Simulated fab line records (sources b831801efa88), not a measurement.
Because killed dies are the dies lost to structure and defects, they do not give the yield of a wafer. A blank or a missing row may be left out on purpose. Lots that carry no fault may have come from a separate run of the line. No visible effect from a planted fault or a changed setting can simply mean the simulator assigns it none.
Which tool did it? -- flow gf180mcu -- 6 lots, 18 wafers sampled, at 2 steps of a route of 602

== WHAT EACH GAUGE READ, for each wafer ==
GF_STI_THK_MEAS_04.
lot,measured,on,STI_CVD_03_THK (nm)
L738,day 2 01:08,film_metro-02,207.5 208.5 206.6
L740,day 2 10:55,film_metro-03,207.5 206.5 206.9
L743,day 3 00:44,film_metro-03,236.4 237.2 235.5
L745,day 3 11:56,film_metro-02,234.6 233.5 231.4
L756,day 5 19:35,film_metro-03,207.0 207.0 206.4
L758,day 6 04:36,film_metro-02,209.3 207.8 207.9

== WHICH TOOL RAN EACH LOT (tool, then ch and the chambers of the sampled wafers, then the start) ==
lot,GF_STI_CVD_03
L738,"lpcvd-01 ch 0, day 1 22:10"
L740,"lpcvd-02 ch 0, day 2 08:56"
L743,"lpcvd-02 ch 0, day 2 22:44"
L745,"lpcvd-02 ch 0, day 3 09:56"
L756,"lpcvd-01 ch 0, day 5 16:36"
L758,"lpcvd-01 ch 1, day 6 01:37"
- GF_STI_CVD_03: deposits Si3N4 from DCS/NH3, target thk 207.16 nm, time 3551 s.

== THE ANSWER, worked out from the rows above alone ==
Rule: the lots themselves supply what counts as usual. The widest of any qualifying gaps counts: lots, ordered by their means at a reading, are off when they make up no more than a third of the lots, leave a main group of 4 or more, and stand apart from it by 3 or more times the standard deviation of that group's means. Not used: any main group whose means are identical at the precision the tables above print for the reading. A lot without any number at a reading at which 4 lots or more have one is off too. Any other lot the step has rows for is counted as sound.
Off: L743, L745, seen at GF_STI_THK_MEAS_04 (STI_CVD_03_THK). For the main group the mean is 207.4 nm and the standard deviation 0.6.
If a tool, at a process step before that reading, ran all the lots that are off and no sound lot after the first of them, it fits. Gauges at GF_STI_THK_MEAS_04: tried the same way as those tools. One fits: lpcvd-02 at GF_STI_CVD_03. A fault onset in the window from L740 (day 2 08:56, its last sound lot) to L743 (day 2 22:44, its first lot off) fits.

== WHAT HAD BEEN PUT IN BY THE SIMULATOR ==
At GF_STI_CVD_03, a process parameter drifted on lpcvd-02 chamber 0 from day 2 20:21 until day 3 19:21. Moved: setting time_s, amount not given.
Shown lots that were struck: L743, L745. The same result came from the rule above.
